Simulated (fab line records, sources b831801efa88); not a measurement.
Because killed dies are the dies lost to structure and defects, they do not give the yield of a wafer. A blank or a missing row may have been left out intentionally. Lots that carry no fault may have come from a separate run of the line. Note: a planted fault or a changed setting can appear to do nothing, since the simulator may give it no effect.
Chamber matching -- flow sky130 -- cmp-01 running SKY_FIELD_ISO_CMP_27: 4 sister chambers
The step polishes, stops on Si3N4, t overpolish 16 s, target thk 457.8 nm. 14 wafers are shown with their chamber, then 7 later ones without.

== EACH WAFER AND ITS CHAMBER ==
wafer,chamber,motor-current-A (A),time-to-endpoint-s (s)
L432.1,1,12.9,112
L432.4,2,11.9,115
L432.5,2,13.0,118
L435.1,1,14.1,108
L435.2,0,15.1,107
L435.3,2,12.3,115
L437.2,1,13.0,113
L438.1,3,12.3,110
L438.3,2,12.9,113
L438.4,1,13.3,110
L441.1,2,13.0,117
L441.2,1,14.0,114
L441.6,0,15.1,113
L442.2,3,12.1,113

SIGNATURES, as means of the wafers listed above
reading,chamber 0,chamber 1,chamber 2,chamber 3,scatter within a chamber
motor-current-A,15.100,13.460,12.620,12.200,0.475
time-to-endpoint-s,110.00,111.40,115.60,111.50,2.47
Rule: a wafer lies at a distance from a chamber equal to the root of the sum of squares, over the readings, of (its reading less the chamber's mean, divided by the reading's scatter). The wafer belongs to the nearest chamber; if the next one is less than 2 further off, it can't be placed. The scatter: take each reading less its chamber's mean, square it, sum over the shown wafers, divide by the number of wafers less the number of chambers, and take the root.

== WAFERS WHOSE CHAMBER IS MISSING ==
wafer,motor-current-A (A),time-to-endpoint-s (s)
L442.3,13.9,114
L447.1,14.0,113
L447.2,13.0,111
L447.3,12.4,122
L451.1,14.2,108
L451.4,11.6,112
L451.6,13.5,108

== WHICH CHAMBER EACH WENT THROUGH ==
wafer,from the rows above,in truth
L442.3,can't be placed: 1 or 2 or 0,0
L447.1,can't be placed: 1 or 0 or 2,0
L447.2,can't be placed: 1 or 3 or 2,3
L447.3,can't be placed: 2 or 3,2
L451.1,can't be placed: 0 or 1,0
L451.4,can't be placed: 3 or 2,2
L451.6,can't be placed: 1 or 3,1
Correct placement for 0 of the 7. Not placeable from these rows: 7 (in 7, the candidates include the true chamber). Wrongly placed: 0.
